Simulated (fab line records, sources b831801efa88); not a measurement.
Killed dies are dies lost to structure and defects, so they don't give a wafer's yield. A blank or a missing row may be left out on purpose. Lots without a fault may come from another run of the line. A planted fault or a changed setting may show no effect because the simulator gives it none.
Which tool did it? | flow sky130 | 7 lots, 21 wafers sampled, at 2 steps of a route of 708

WHAT THE GAUGES READ, wafer by wafer
SKY_METAL1_THK_MEAS_06: measures by xrf.
lot  | measured     | on            | METAL1_ALCU_THK (nm)
L848 | day 31 14:13 | film_metro-01 | 247 248 250
L852 | day 32 23:39 | film_metro-01 | 249 249 248
L855 | day 33 19:51 | film_metro-01 | 249 249 249
L857 | day 34 10:39 | film_metro-02 | 244 243 245
L859 | day 35 06:15 | film_metro-02 | 247 245 245
L867 | day 37 03:37 | film_metro-02 | 245 246 246
L869 | day 38 14:09 | film_metro-02 | 255 250 255

WHICH TOOL RAN EACH LOT (tool, then ch and the chambers of the sampled wafers, then the start)
lot  | SKY_METAL1_SPUTTER_03
L848 | pvd_sputter-02, day 31 14:02
L852 | pvd_sputter-04, day 32 23:28
L855 | pvd_sputter-03, day 33 19:40
L857 | pvd_sputter-02, day 34 10:28
L859 | pvd_sputter-02, day 35 06:04
L867 | pvd_sputter-03, day 37 03:24
L869 | pvd_sputter-03, day 38 13:58
- SKY_METAL1_SPUTTER_03: material Ti, target thk 5 nm, time 3.3 s.

THE ANSWER, worked out from the rows above alone
Rule: what is usual is taken from the lots themselves. Put in order of their means at a reading, lots are off if they are a third of the lots or fewer, leave a main group of 4 or more, and stand apart from it by a gap of 3 or more times the standard deviation of the main group's means; of several such gaps the widest counts. A main group whose means are all the same, to the digits that the tables above print for the reading, isn't used. A lot without any number at a reading at which 4 lots or more have one is off too. The other lots that the step has rows for count as sound.
No lot is off at any reading shown: from this, nothing can be told.

WHAT THE SIMULATOR HAD PUT IN
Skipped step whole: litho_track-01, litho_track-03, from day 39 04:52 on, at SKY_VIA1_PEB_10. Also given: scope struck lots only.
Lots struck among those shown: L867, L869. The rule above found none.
